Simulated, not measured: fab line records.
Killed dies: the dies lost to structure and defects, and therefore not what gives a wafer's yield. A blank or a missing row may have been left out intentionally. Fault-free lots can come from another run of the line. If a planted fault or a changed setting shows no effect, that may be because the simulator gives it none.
Which of the tools did it? || flow gf180mcu || Sampling: 11 lots, 33 wafers, 3 of 602 route steps

## WHAT THE GAUGES READ, wafer by wafer
GF_DNWELL_TW_MEAS_09.
{"lot": "L956", "measured": "day 3 01:54", "on": "film_metro-01", "DNWELL_TW": "1347 1347 1351"}
{"lot": "L958", "measured": "day 3 12:02", "on": "film_metro-03", "DNWELL_TW": "1341 1340 1343"}
{"lot": "L960", "measured": "day 3 21:17", "on": "film_metro-01", "DNWELL_TW": "1334 1342 1345"}
{"lot": "L964", "measured": "day 4 20:32", "on": "film_metro-01", "DNWELL_TW": "1350 1353 1354"}
{"lot": "L967", "measured": "day 5 10:31", "on": "film_metro-01", "DNWELL_TW": "1359 1349 1353"}
{"lot": "L969", "measured": "day 5 20:50", "on": "film_metro-01", "DNWELL_TW": "1357 1365 1358"}
{"lot": "L971", "measured": "day 6 06:46", "on": "film_metro-01", "DNWELL_TW": "1354 1353 1350"}
{"lot": "L975", "measured": "day 7 03:50", "on": "film_metro-01", "DNWELL_TW": "1353 1354 1350"}
{"lot": "L976", "measured": "day 7 10:57", "on": "film_metro-03", "DNWELL_TW": "1339 1330 1342"}
{"lot": "L977", "measured": "day 7 16:11", "on": "film_metro-03", "DNWELL_TW": "1351 1350 1350"}
{"lot": "L978", "measured": "day 7 22:14", "on": "film_metro-04", "DNWELL_TW": "1349 1354 1349"}

## WHAT TOOL EACH LOT RAN ON (gives the tool, then ch and the chambers of the sampled wafers, and finally the start)
{"lot": "L956", "GF_STI_ETCH_13": "rie_diel-03 ch 0,1,2, day 2 06:22", "GF_STI_STRIP_15": "plasma_asher-02 ch 0, day 2 06:32"}
{"lot": "L958", "GF_STI_ETCH_13": "rie_diel-04 ch 0,2,3, day 2 19:07", "GF_STI_STRIP_15": "plasma_asher-04 ch 0,1, day 2 19:17"}
{"lot": "L960", "GF_STI_ETCH_13": "rie_diel-02 ch 1,2, day 3 02:55", "GF_STI_STRIP_15": "plasma_asher-04 ch 0,1, day 3 03:05"}
{"lot": "L964", "GF_STI_ETCH_13": "rie_diel-04 ch 0,2,3, day 3 23:58", "GF_STI_STRIP_15": "plasma_asher-01 ch 0,1, day 4 00:09"}
{"lot": "L967", "GF_STI_ETCH_13": "rie_diel-02 ch 0,1,3, day 4 15:31", "GF_STI_STRIP_15": "plasma_asher-01 ch 0,1, day 4 15:43"}
{"lot": "L969", "GF_STI_ETCH_13": "rie_diel-02 ch 1,2,3, day 5 01:19", "GF_STI_STRIP_15": "plasma_asher-02 ch 0,1, day 5 01:28"}
{"lot": "L971", "GF_STI_ETCH_13": "rie_diel-02 ch 0,2,3, day 5 11:22", "GF_STI_STRIP_15": "plasma_asher-04 ch 0,1, day 5 11:33"}
{"lot": "L975", "GF_STI_ETCH_13": "rie_diel-02 ch 1,2,3, day 6 08:16", "GF_STI_STRIP_15": "plasma_asher-01 ch 0,1, day 6 08:25"}
{"lot": "L976", "GF_STI_ETCH_13": "rie_diel-02 ch 0,1,2, day 6 13:44", "GF_STI_STRIP_15": "plasma_asher-01 ch 0,1, day 6 13:53"}
{"lot": "L977", "GF_STI_ETCH_13": "rie_diel-04 ch 0,1,2, day 6 18:49", "GF_STI_STRIP_15": "plasma_asher-02 ch 1, day 6 18:59"}
{"lot": "L978", "GF_STI_ETCH_13": "rie_diel-04 ch 0,1,3, day 7 00:28", "GF_STI_STRIP_15": "plasma_asher-01 ch 0,1, day 7 00:37"}
- GF_STI_ETCH_13: etches the open film in CHF3/O2, stops on Si, target depth 282.31 nm, time 112.9 s.
- GF_STI_STRIP_15: strips in O2/N2.

## AS READ BY THE TOOLS THEMSELVES (means over the sampled wafers that have a number; for cases with no such wafer, the mark the record gives instead)
GF_STI_ETCH_13.
{"lot": "L956", "tool": "rie_diel-03", "chf3_flow_sccm (sccm)": 49.95, "drypump_motor_current_A (A)": 5.1, "oes_product_au (a.u.)": 0.826, "run_length_s (s)": 141.0, "throttle_valve_pct (%)": 8.810}
{"lot": "L958", "tool": "rie_diel-04", "chf3_flow_sccm (sccm)": 50.11, "drypump_motor_current_A (A)": 6.0, "oes_product_au (a.u.)": 0.832, "run_length_s (s)": 141.1, "throttle_valve_pct (%)": 8.810}
{"lot": "L960", "tool": "rie_diel-02", "chf3_flow_sccm (sccm)": 50.14, "drypump_motor_current_A (A)": 5.6, "oes_product_au (a.u.)": 0.836, "run_length_s (s)": 141.4, "throttle_valve_pct (%)": 8.813}
{"lot": "L964", "tool": "rie_diel-04", "chf3_flow_sccm (sccm)": 50.04, "drypump_motor_current_A (A)": 6.0, "oes_product_au (a.u.)": 0.835, "run_length_s (s)": 141.1, "throttle_valve_pct (%)": 8.810}
{"lot": "L967", "tool": "rie_diel-02", "chf3_flow_sccm (sccm)": 49.91, "drypump_motor_current_A (A)": 5.4, "oes_product_au (a.u.)": 0.839, "run_length_s (s)": 141.4, "throttle_valve_pct (%)": 8.819}
{"lot": "L969", "tool": "rie_diel-02", "chf3_flow_sccm (sccm)": 50.15, "drypump_motor_current_A (A)": 5.6, "oes_product_au (a.u.)": 0.828, "run_length_s (s)": 141.6, "throttle_valve_pct (%)": 8.814}
{"lot": "L971", "tool": "rie_diel-02", "chf3_flow_sccm (sccm)": 49.84, "drypump_motor_current_A (A)": 5.4, "oes_product_au (a.u.)": 0.834, "run_length_s (s)": 141.2, "throttle_valve_pct (%)": 8.823}
{"lot": "L975", "tool": "rie_diel-02", "chf3_flow_sccm (sccm)": 50.11, "drypump_motor_current_A (A)": 5.6, "oes_product_au (a.u.)": 0.972, "run_length_s (s)": 126.6, "throttle_valve_pct (%)": 8.843}
{"lot": "L976", "tool": "rie_diel-02", "chf3_flow_sccm (sccm)": 50.04, "drypump_motor_current_A (A)": 5.4, "oes_product_au (a.u.)": 0.970, "run_length_s (s)": 126.1, "throttle_valve_pct (%)": 8.849}
{"lot": "L977", "tool": "rie_diel-04", "chf3_flow_sccm (sccm)": 49.98, "drypump_motor_current_A (A)": 5.8, "oes_product_au (a.u.)": 0.837, "run_length_s (s)": 141.2, "throttle_valve_pct (%)": 8.811}
{"lot": "L978", "tool": "rie_diel-04", "chf3_flow_sccm (sccm)": 50.00, "drypump_motor_current_A (A)": 5.9, "oes_product_au (a.u.)": 0.838, "run_length_s (s)": 141.5, "throttle_valve_pct (%)": 8.819}

GF_STI_STRIP_15.
{"lot": "L956", "tool": "plasma_asher-02", "drypump_motor_current_A (A)": 6.7, "heater_power_w (W)": 306, "oes_product_au (a.u.)": 0.383, "strip_time_to_endpoint_s (s)": 3.74}
{"lot": "L958", "tool": "plasma_asher-04", "drypump_motor_current_A (A)": 6.1, "heater_power_w (W)": 361, "oes_product_au (a.u.)": 0.381, "strip_time_to_endpoint_s (s)": 3.75}
{"lot": "L960", "tool": "plasma_asher-04", "drypump_motor_current_A (A)": 6.1, "heater_power_w (W)": 381, "oes_product_au (a.u.)": 0.387, "strip_time_to_endpoint_s (s)": 3.72}
{"lot": "L964", "tool": "plasma_asher-01", "drypump_motor_current_A (A)": 6.5, "heater_power_w (W)": 304, "oes_product_au (a.u.)": 0.389, "strip_time_to_endpoint_s (s)": 3.74}
{"lot": "L967", "tool": "plasma_asher-01", "drypump_motor_current_A (A)": 6.5, "heater_power_w (W)": 307, "oes_product_au (a.u.)": 0.381, "strip_time_to_endpoint_s (s)": 3.69}
{"lot": "L969", "tool": "plasma_asher-02", "drypump_motor_current_A (A)": 5.9, "heater_power_w (W)": 328, "oes_product_au (a.u.)": 0.385, "strip_time_to_endpoint_s (s)": 3.73}
{"lot": "L971", "tool": "plasma_asher-04", "drypump_motor_current_A (A)": 6.1, "heater_power_w (W)": 362, "oes_product_au (a.u.)": 0.387, "strip_time_to_endpoint_s (s)": 3.74}
{"lot": "L975", "tool": "plasma_asher-01", "drypump_motor_current_A (A)": 6.5, "heater_power_w (W)": 309, "oes_product_au (a.u.)": 0.399, "strip_time_to_endpoint_s (s)": 4.08}
{"lot": "L976", "tool": "plasma_asher-01", "drypump_motor_current_A (A)": 6.5, "heater_power_w (W)": 309, "oes_product_au (a.u.)": 0.398, "strip_time_to_endpoint_s (s)": 4.09}
{"lot": "L977", "tool": "plasma_asher-02", "drypump_motor_current_A (A)": 5.4, "heater_power_w (W)": 348, "oes_product_au (a.u.)": 0.387, "strip_time_to_endpoint_s (s)": 3.74}
{"lot": "L978", "tool": "plasma_asher-01", "drypump_motor_current_A (A)": 6.5, "heater_power_w (W)": 310, "oes_product_au (a.u.)": 0.383, "strip_time_to_endpoint_s (s)": 3.74}

## THE ANSWER, worked out from the rows above alone
Rule: usual is defined by the lots themselves. Put in order of their means at a reading, lots are off if they are a third of the lots or fewer, leave a main group of 4 or more, and stand apart from it by a gap of 3 or more times the standard deviation of the main group's means; of several such gaps the widest counts. Not used: any main group whose means are identical at the precision the tables above print for the reading. A lot without any number at a reading at which 4 lots or more have one is off too. Any other lot the step has rows for is counted as sound. The gauges are gone through in route order, then the tools' own readings, and for those a lot's mean is taken as printed above. At the first step where some lot is off, the reading lying furthest off is the one used; lots without a number count as furthest.
Off: L975, L976, at GF_STI_ETCH_13 (run_length_s). Mean 141.3 s and standard deviation 0.19 in the main group.
If a tool, at that step or one of the process steps before it, ran each lot that is off and ran no sound lot following the first of them, it fits. One fits: GF_STI_ETCH_13 on rie_diel-02. Its last sound lot is L971 (day 5 11:22), its first lot that is off L975 (day 6 08:16): a fault that began between those two fits.
The tool's own readings at GF_STI_ETCH_13 bear it out: on the lots that are off they differ by more than 5 times the standard deviation of the sound lots' means. oes_product_au reads 0.971 a.u. there against 0.834 a.u. on the sound lots; run_length_s reads 126.3 s there against 141.3 s on the sound lots; throttle_valve_pct reads 8.846 % there against 8.814 % on the sound lots.

## WHAT THE SIMULATOR PUT IN
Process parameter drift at GF_STI_ETCH_13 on rie_diel-02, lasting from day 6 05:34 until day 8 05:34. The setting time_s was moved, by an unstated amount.
Lots struck among those shown: L975, L976. This agrees with what the rule above found.
